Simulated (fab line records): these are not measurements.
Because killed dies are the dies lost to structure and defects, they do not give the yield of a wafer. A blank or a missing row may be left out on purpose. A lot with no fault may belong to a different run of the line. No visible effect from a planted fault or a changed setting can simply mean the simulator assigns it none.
Which tool is to blame? ; flow gf180mcu ; 42 wafers from 14 lots sampled at 4 of the route's 602 steps

WHAT THE GAUGES SHOWED, per wafer
GF_M5_CD_MEAS_07 targets a cd of 280 nm.
lot;measured;on;cd-nm (nm)
L654;day 26 14:35;cd-sem-01;279.6 280.3 280.2
L656;day 26 22:13;cd-sem-01;282.3 282.5 282.3
L655;day 27 00:43;cd-sem-01;278.6 280.3 279.8
L657;day 27 05:08;cd-sem-01;280.2 281.7 280.6
L658;day 27 16:08;cd-sem-01;281.8 281.7 280.3
L659;day 28 00:04;cd-sem-02;279.0 278.1 279.5
L661;day 28 09:27;cd-sem-01;280.3 281.4 280.5
L663;day 29 05:01;cd-sem-02;279.4 280.1 279.3
L665;day 29 17:19;cd-sem-02;278.8 278.8 278.6
L667;day 30 11:47;cd-sem-01;280.3 280.7 280.1
L668;day 30 20:10;cd-sem-02;281.1 280.7 280.5
L673;day 32 02:28;cd-sem-01;278.9 277.6 278.9
L676;day 32 19:34;cd-sem-01;282.1 281.4 282.2
L677;day 32 21:02;cd-sem-01;281.3 280.3 279.5

GF_TOP_METAL_RS_MEAS_05: uses a four-point probe to measure.
lot;measured;on;TOP_METAL_ALCU_RS (ohm/sq)
L654;day 27 13:59;film-metro-04;0.0311 0.0313 0.0314
L656;day 27 21:41;film-metro-04;0.0319 0.0317 0.0317
L655;day 27 23:16;film-metro-04;0.0308 0.0311 0.0307
L657;day 28 04:25;film-metro-03;0.0318 0.0320 0.0321
L658;day 28 14:44;film-metro-02;0.0320 0.0316 0.0319
L659;day 28 22:32;film-metro-04;0.0314 0.0313 0.0309
L661;day 29 08:05;film-metro-02;0.0314 0.0312 0.0317
L663;day 30 03:18;film-metro-02;0.0314 0.0317 0.0317
L665;day 30 15:31;film-metro-03;0.0318 0.0315 0.0318
L673;day 32 22:22;film-metro-03;0.0319 0.0315 0.0314
L676;day 33 14:46;film-metro-03;0.0318 0.0314 0.0316
L677;day 33 15:46;film-metro-03;0.0312 0.0313 0.0310

WHAT TOOL EACH LOT RAN ON (gives the tool, then ch and the chambers of the sampled wafers, and finally the start)
lot;GF_V5_EXPOSE_11;GF_V5_SPUTTER_21
L654;krf-scanner-02 ch 0, day 27 02:15;pvd-sputter-02, day 27 13:03
L656;krf-scanner-01 ch 0, day 27 09:56;pvd-sputter-04, day 27 20:46
L655;krf-scanner-02 ch 0, day 27 12:11;pvd-sputter-02, day 27 22:22
L657;krf-scanner-02 ch 0, day 27 17:02;pvd-sputter-04, day 28 03:29
L658;krf-scanner-01 ch 0, day 28 03:30;pvd-sputter-01, day 28 13:48
L659;krf-scanner-01 ch 0, day 28 11:16;pvd-sputter-01, day 28 21:38
L661;krf-scanner-02 ch 0, day 28 20:36;pvd-sputter-01, day 29 07:08
L663;krf-scanner-02 ch 0, day 29 16:37;pvd-sputter-04, day 30 02:23
L665;krf-scanner-01 ch 0, day 30 04:34;pvd-sputter-01, day 30 14:36
L667;krf-scanner-02, day 30 22:14;pvd-sputter-04, day 31 07:48
L668;krf-scanner-02, day 31 06:37;pvd-sputter-01, day 31 15:22
L673;krf-scanner-02 ch 0, day 32 12:20;pvd-sputter-04, day 32 21:27
L676;krf-scanner-01 ch 0, day 33 05:04;pvd-sputter-02, day 33 13:51
L677;krf-scanner-02 ch 0, day 33 06:34;pvd-sputter-01, day 33 14:50
- GF_V5_EXPOSE_11: exposes mask Via5, target cd 260 nm.
- GF_V5_SPUTTER_21: material Ti, target thk 15 nm, time 80.02 s.

WHAT THE TOOLS THEMSELVES READ (means of the sampled wafers that have a number; where no wafer has one, the mark that the record gives instead)
GF_V5_EXPOSE_11.
lot;tool;exposure-dose-mJ-cm2;focus-offset-nm (nm)
L654;krf-scanner-02;38.03;-0.4
L656;krf-scanner-01;37.95;-0.6
L655;krf-scanner-02;37.98;-0.3
L657;krf-scanner-02;37.99;-0.3
L658;krf-scanner-01;37.96;0.3
L659;krf-scanner-01;37.96;-0.6
L661;krf-scanner-02;38.02;-0.1
L663;krf-scanner-02;37.97;-0.3
L665;krf-scanner-01;37.96;-0.2
L667;krf-scanner-02;-;-
L668;krf-scanner-02;-;-
L673;krf-scanner-02;37.96;-0.5
L676;krf-scanner-01;37.97;0.4
L677;krf-scanner-02;38.00;-0.5

GF_V5_SPUTTER_21.
lot;tool;throttle-valve-pct (%)
L654;pvd-sputter-02;30.4
L656;pvd-sputter-04;30.7
L655;pvd-sputter-02;29.9
L657;pvd-sputter-04;30.0
L658;pvd-sputter-01;29.7
L659;pvd-sputter-01;29.8
L661;pvd-sputter-01;29.5
L663;pvd-sputter-04;30.1
L665;pvd-sputter-01;29.0
L667;pvd-sputter-04;29.0
L668;pvd-sputter-01;28.4
L673;pvd-sputter-04;30.0
L676;pvd-sputter-02;29.8
L677;pvd-sputter-01;29.0

THE ANSWER, worked out from the rows above alone
Rule: usual is defined by the lots themselves. Put in order of their means at a reading, lots are off if they are a third of the lots or fewer, leave a main group of 4 or more, and stand apart from it by a gap of 3 or more times the standard deviation of the main group's means; of several such gaps the widest counts. A main group whose means are all the same, to the digits that the tables above print for the reading, isn't used. A lot without any number at a reading at which 4 lots or more have one is off too. Where the step has rows for the other lots, those lots are counted as sound. After the gauges, taken in route order, come the tools' own readings; for these a lot's mean is taken, as printed above. At the first step where some lot is off, the reading lying furthest off is the one used; lots without a number count as furthest.
Off at GF_V5_EXPOSE_11 (exposure-dose-mJ-cm2): L667, L668. Without a number there: L667, L668. The main group: mean 37.98, standard deviation 0.025.
If a tool, at that step or one of the process steps before it, ran each lot that is off and ran no sound lot following the first of them, it fits. No candidate that was tried fits.

WHAT THE SIMULATOR PUT IN
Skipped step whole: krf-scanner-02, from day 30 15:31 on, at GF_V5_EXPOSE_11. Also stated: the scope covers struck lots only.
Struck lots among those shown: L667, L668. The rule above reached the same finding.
